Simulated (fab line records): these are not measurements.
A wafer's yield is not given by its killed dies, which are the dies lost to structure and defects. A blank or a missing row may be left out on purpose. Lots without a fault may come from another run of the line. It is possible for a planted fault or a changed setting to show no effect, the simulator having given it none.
2 desks looking at one fault / flow sky130 / each desk has only its own numbers; what lay behind them comes last

## DESK OF THE TOOL OWNER: implanter-03
SKY_SD_N_IMPLANT_09, tool's own readings: per-lot mean of the sampled wafers with a number, covering each lot this tool ran. If a lot's mean is further than 4 standard deviations from the usual mean, the lot is out of limits and carries the mark OUT (the distance appears in the brackets).
Columns: A = beam-energy-keV at SKY_SD_N_IMPLANT_09, usual 50.002; B = dose-ions-cm2 at SKY_SD_N_IMPLANT_09, usual 4e+15
lot=L363; first seen here=day 29 05:04; A=49.998; B=4e+15
lot=L367; first seen here=day 30 08:28; A=50.021; B=4e+15
lot=L376; first seen here=day 33 08:37; A=49.987; B=4e+15 (-67) OUT
lot=L377; first seen here=day 33 16:55; A=50.000; B=4e+15 (-65) OUT
This desk's verdict: out of limits on L376, L377, starting with L376 at day 33 08:37 (dose-ions-cm2 at SKY_SD_N_IMPLANT_09). In limits: L363, L367.

## METROLOGY DESK
What the gauges read, lot by lot, whatever tool the lot ran on: means of the sampled wafers that have a number. If a lot's mean is further than 4 standard deviations from the usual mean, the lot is out of limits and carries the mark OUT (the distance appears in the brackets).
Columns: A = SD_N_RS at SKY_SD_N_RS_MEAS_16, usual 68.59 ohm/sq
lot=L360; first seen here=day 27 15:23; A=68.57
lot=L362; first seen here=day 28 12:20; A=68.62
lot=L363; first seen here=day 29 05:44; A=68.68
lot=L364; first seen here=day 29 06:57; A=68.52
lot=L367; first seen here=day 30 09:08; A=68.52
lot=L376; first seen here=day 33 09:17; A=69.21 (+5.2) OUT
lot=L378; first seen here=day 33 13:16; A=68.65
lot=L377; first seen here=day 33 17:35; A=69.03
lot=L381; first seen here=day 34 15:19; A=68.75
lot=L382; first seen here=day 35 03:26; A=68.60
lot=L383; first seen here=day 35 12:36; A=68.72
Per this desk, out of limits: L376; the first was L376, day 33 09:17 (SD_N_RS at SKY_SD_N_RS_MEAS_16). In limits: L360, L362, L363, L364, L367, L378, L377, L381, L382, L383.

## TAKEN TOGETHER
An alarm could have come from the tool owner's desk at day 33 08:37, on L376, L377.
At day 33 09:17 the metrology desk could have sounded an alarm, on L376.
The metrology desk has L377 on record, within its limits.
On implanter-03, each named lot ran SKY_SD_N_IMPLANT_09.

## WHAT THE SIMULATOR PUT IN
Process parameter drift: implanter-03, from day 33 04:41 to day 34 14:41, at SKY_SD_N_IMPLANT_09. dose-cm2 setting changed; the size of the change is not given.
Shown lots that were struck: L376, L377.
Fault start to first reading out of limits, in hours, per desk: tool owner, 4; metrology, 5.
